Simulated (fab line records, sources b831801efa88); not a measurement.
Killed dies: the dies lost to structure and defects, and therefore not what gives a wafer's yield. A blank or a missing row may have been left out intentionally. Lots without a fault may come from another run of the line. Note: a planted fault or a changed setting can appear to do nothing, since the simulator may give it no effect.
A struck lot beside a sound one :: flow sky130 :: 17 out of 708 route steps
Sound: wafers L165.2, L165.4, L165.5. Struck: wafers L170.5, L170.6 (left out: L170.1, a lot-mate that was not struck); the cause follows at the end.
At each step with rows: each side's tool, then ch and its chambers, then its first start. Under that, the readings that differ: sound wafers :: struck wafers :: difference of the means :: sigmas: that difference in standard deviations of wafers without a fault.
alike: readings whose means differ by less than 2 such deviations, and words and numbers that are the same on both sides. not compared: withheld readings, readings that some wafer has no value for, bounds like >300 that may hide the same value, and numbers for which the record gives no deviation and whose values overlap.
A row with sigmas, a row that says differs or no value, or rows on one side alone: a step with any of these is where the two part. Numbers that don't overlap but have no deviation are shown without sigmas and don't part them. A reading that every wafer of one side lacks parts them only if that side has two wafers or more.

SKY_SONOS_ONO_THK_MEAS_03:
  sound: film metro-02 at day 11 21:34; struck: film metro-04 at day 13 08:52
  alike: SONOS_ONO_CVD_02_THK
then, 1 step without rows for these wafers: SKY_SONOS_ONO_CVD_04 (deposits SiO2 from SiH4/N2O, target thk 5.7199 nm).
SKY_SONOS_ONO_THK_MEAS_05:
  sound: film metro-03 at day 11 22:53; struck: film metro-04 at day 13 10:11
  alike: SONOS_ONO_CVD_04_THK
then, 7 steps without rows for these wafers: SKY_SONOS_ONO_DEHYDRATE_06 (time 60 s); SKY_SONOS_ONO_HMDS_07 (prime time 60 s); SKY_SONOS_ONO_COAT_08 (resist thk 1140 nm); SKY_SONOS_ONO_SOFTBAKE_09 (time 60 s); SKY_SONOS_ONO_EXPOSE_10 (exposes mask ONOM, target cd 410 nm); SKY_SONOS_ONO_PEB_11; SKY_SONOS_ONO_DEVELOP_12 (develop time 60 s).
SKY_SONOS_ONO_CD_MEAS_13: the cd target is 410 nm.
  sound: cd sem-02 at day 12 21:43; struck: cd sem-02 at day 14 12:07
  alike: cd nm
SKY_SONOS_ONO_OVL_MEAS_14:
  sound: overlay-01 at day 12 21:49; struck: overlay-01 at day 14 12:14
  alike: SONOS_ONO_OVL
SKY_SONOS_ONO_ETCH_15: etches the open film in CHF3/O2, target depth 19.52 nm, time 7.8 s.
  sound on rie diel-04 ch 2,3, day 12 21:51; struck on rie diel-03 ch 1,2, day 14 12:16
reading: model.etch.depth nm (nm)
sound: 18.93 19 18.96
struck: 8.795 8.777
difference: -10.177
sigmas: 

reading: model.SONOS_ONO.feature depth nm (nm)
sound: 18.93 19 18.96
struck: 8.795 8.777
difference: -10.177
sigmas: 

reading: model.NOVOLAK_of_SONOS_ONO_COAT_08.thk nm (nm)
sound: 1128 1126 1127
struck: 1137 1138
difference: +10
sigmas: 
  alike: drypump motor current A, oes product au, throttle valve pct
  not compared: rf hours counter h
then, 1 step without rows for these wafers: SKY_SONOS_ONO_WET_ETCH_16 (etches SiO2 in dHF, target depth 14 nm, time 280 s).
SKY_SONOS_ONO_STRIP_17: strips in O2/N2.
  sound on plasma asher-01 ch 0, day 12 21:58; struck on plasma asher-03 ch 0,1, day 14 12:23
reading: drypump motor current A (A)
sound: 5.2 5.2 5.2
struck: 6.3 6.5
difference: +1.2
sigmas: +2

reading: strip time to endpoint s (s)
sound: 14.16 14.12 14.14
struck: 14.26 14.26
difference: +0.12
sigmas: +3
  alike: oes product au
  not compared: rf hours counter h
then, 1 step without rows for these wafers: SKY_SONOS_ONO_WET_ETCH_18 (etches Si3N4 in H3PO4, target depth 15 nm, time 172 s).
-- the record jumps here: 33 days lie between the struck wafers' starts before and after (it left off in module SONOS_ONO and takes up again in module PAD_OPEN, whose first step shown is number 708 of the route) --
SKY_PAD_OPEN_PROBE_99:
  sound: prober-02 at day 46 09:19; struck: prober-01 at day 47 10:43
reading: model.etest.nfet_16v.r on ohm um
sound: 1.417e+04 1.393e+04 1.415e+04
struck: 1.753e+04 1.775e+04
difference: +3.557e+03
sigmas: 

reading: model.etest.pfet_16v.r on ohm um
sound: 1.553e+04 1.494e+04 1.544e+04
struck: 1.616e+04 1.635e+04
difference: +9.517e+02
sigmas: 

reading: model.etest.pfet g5v0d10v5.r on ohm um
sound: 4886 4780 4811
struck: 5323 5386
difference: +529
sigmas: 

reading: model.etest.nfet g5v0d10v5.r on ohm um
sound: 1921 1868 1892
struck: 2423 2430
difference: +533
sigmas: 

reading: model.etest.nfet g5v0d10v5.drive ua um
sound: 586.3 597.7 601.5
struck: 403 404.3
difference: -192
sigmas: 

reading: model.etest.nfet_05v0_nvt.drive ua um
sound: 563.9 575.8 565.5
struck: 423.2 427.2
difference: -143.2
sigmas: 

reading: model.etest.nfet_16v.drive ua um
sound: 216.7 218.7 216.6
struck: 133.5 135.6
difference: -82.8
sigmas: 
  alike: killed_at_M0_to_M3, killed_at_M4_up, killed at contacts, killed at front end, killed at other, killed dies, killed open, killed short
  not compared: model.etest.tip sonos.rs ohm sq

== WHERE THEY PART ==
Within this record, at SKY_SONOS_ONO_STRIP_17 only. Later steps at which nothing parts them and some readings are alike: SKY_PAD_OPEN_PROBE_99.

WHY: what had been put in by the simulator
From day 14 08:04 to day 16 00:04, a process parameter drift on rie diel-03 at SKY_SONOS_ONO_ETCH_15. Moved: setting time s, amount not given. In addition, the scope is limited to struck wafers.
